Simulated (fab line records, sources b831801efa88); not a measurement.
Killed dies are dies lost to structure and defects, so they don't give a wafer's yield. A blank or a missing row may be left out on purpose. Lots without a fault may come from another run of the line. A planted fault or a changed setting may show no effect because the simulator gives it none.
Which tool did it? | flow sky130 | 12 lots, 36 wafers sampled, at 1 step of a route of 708

WHAT THE GAUGES READ, wafer by wafer
SKY_CAP2M_RS_MEAS_03: measures by four-point-probe.
lot  | measured     | on            | CAP2M_TIN_RS (ohm/sq)
L075 | day 40 07:06 | film_metro-01 | 6.92 6.94 6.87
L077 | day 41 07:26 | film_metro-02 | 7.01 7.05 7.05
L078 | day 41 17:05 | film_metro-02 | 6.89 6.97 6.99
L081 | day 42 18:31 | film_metro-02 | 6.84 6.91 6.89
L082 | day 43 03:16 | film_metro-03 | 6.95 6.98 6.95
L085 | day 43 16:40 | film_metro-01 | 7.03 7.03 7.01
L088 | day 44 14:30 | film_metro-01 | 6.93 6.95 6.98
L090 | day 44 16:50 | film_metro-01 | 7.01 7.03 7.00
L091 | day 44 22:05 | film_metro-01 | 6.90 6.91 6.88
L093 | day 45 11:40 | film_metro-03 | 6.89 6.95 6.92
L095 | day 45 19:04 | film_metro-01 | 6.91 6.91 6.91
L097 | day 46 05:16 | film_metro-01 | 6.95 7.01 6.99

WHICH TOOL RAN EACH LOT (tool, then ch and the chambers of the sampled wafers, then the start)
The record holds no process step before these readings.

THE ANSWER, worked out from the rows above alone
Rule: what is usual is taken from the lots themselves. Put in order of their means at a reading, lots are off if they are a third of the lots or fewer, leave a main group of 4 or more, and stand apart from it by a gap of 3 or more times the standard deviation of the main group's means; of several such gaps the widest counts. A main group whose means are all the same, to the digits that the tables above print for the reading, isn't used. A lot without any number at a reading at which 4 lots or more have one is off too. The other lots that the step has rows for count as sound.
No lot is off at any reading shown: from this, nothing can be told.

WHAT THE SIMULATOR HAD PUT IN
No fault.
